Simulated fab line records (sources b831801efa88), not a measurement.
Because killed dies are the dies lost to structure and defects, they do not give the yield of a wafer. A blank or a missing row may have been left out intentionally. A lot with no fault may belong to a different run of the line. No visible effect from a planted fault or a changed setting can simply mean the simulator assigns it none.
Struck lot and sound lot, side by side    flow sky130    16 steps out of a route of 708
Sound: wafers L712.4, L712.5, L712.6. Wafers struck: L720.1, L720.5, L720.6. The cause is given at the end.
Order at every step that has rows: each side's tool, ch and its chambers, its first start. Under that, the readings that differ: sound wafers    struck wafers    difference of the means    sigmas: that difference in standard deviations of wafers without a fault.
alike: readings whose means differ by less than 2 such deviations, and words and numbers that are the same on both sides. not compared: withheld readings, readings that some wafer has no value for, bounds like >300 that may hide the same value, and numbers for which the record gives no deviation and whose values overlap.
The two part at a step that has a row with sigmas, a row that says differs or no value, or rows on one side only. Numbers that don't overlap but have no deviation are shown without sigmas and don't part them. A reading missing from all wafers of one side parts the sides only when that side holds two or more wafers.

first, 4 steps without rows for these wafers: SKY_FIELD_ISO_WET_ETCH_29 (etches Si3N4 in H3PO4, target depth 160 nm, time 1825 s); SKY_FIELD_ISO_WET_ETCH_30 (etches SiO2 in dHF, target depth 25 nm, time 50 s); SKY_NWELL_CLEAN_00 (cleans in SC1/SC2, time 150 s); SKY_NWELL_OXIDATION_01 (stabilise 600 s, purge 300 s, target thk 10 nm).
SKY_NWELL_THK_MEAS_02:
  sound on filmMetro-01, day 2 11:52; struck on filmMetro-03, day 4 16:17
  alike: NWELL_OXIDATION_THK
then, 7 steps without rows for these wafers: SKY_DNWELL_DEHYDRATE_00 (time 60 s); SKY_DNWELL_HMDS_01 (prime time 60 s); SKY_DNWELL_COAT_02 (resist thk 3000 nm); SKY_DNWELL_SOFTBAKE_03; SKY_DNWELL_EXPOSE_04 (exposes mask DNM, target cd 3000 nm); SKY_DNWELL_PEB_05; SKY_DNWELL_DEVELOP_06 (develop time 60 s).
SKY_DNWELL_IMPLANT_07:
  sound on implanter-01 ch 0, day 3 04:04; struck on implanter-04 ch 0, day 5 09:56
  not compared: implantIonAmu
SKY_DNWELL_STRIP_08: strips in O2/N2.
  sound on plasmaAsher-03 ch 0,1, day 3 04:10; struck on plasmaAsher-02 ch 0,1, day 5 10:05
  alike: drypumpMotorCurrentA, oesProductAu, stripTimeToEndpointS
  not compared: rfHoursCounterH
SKY_DNWELL_TW_MEAS_09:
  sound on filmMetro-04, day 3 04:16; struck on filmMetro-01, day 5 10:25
reading    sound           struck          difference  sigmas
DNWELL_TW  1115 1117 1120  2044 2029 2028  +916        +76
  not compared: hold
SKY_PAD_OPEN_PROBE_99:
  rows exist in the record for the sound wafers here (prober-01, day 45 13:06), none for the struck ones

## WHERE THEY PART
At SKY_DNWELL_TW_MEAS_09 first; at SKY_PAD_OPEN_PROBE_99 last (within this record only).

WHY: what had been put in by the simulator
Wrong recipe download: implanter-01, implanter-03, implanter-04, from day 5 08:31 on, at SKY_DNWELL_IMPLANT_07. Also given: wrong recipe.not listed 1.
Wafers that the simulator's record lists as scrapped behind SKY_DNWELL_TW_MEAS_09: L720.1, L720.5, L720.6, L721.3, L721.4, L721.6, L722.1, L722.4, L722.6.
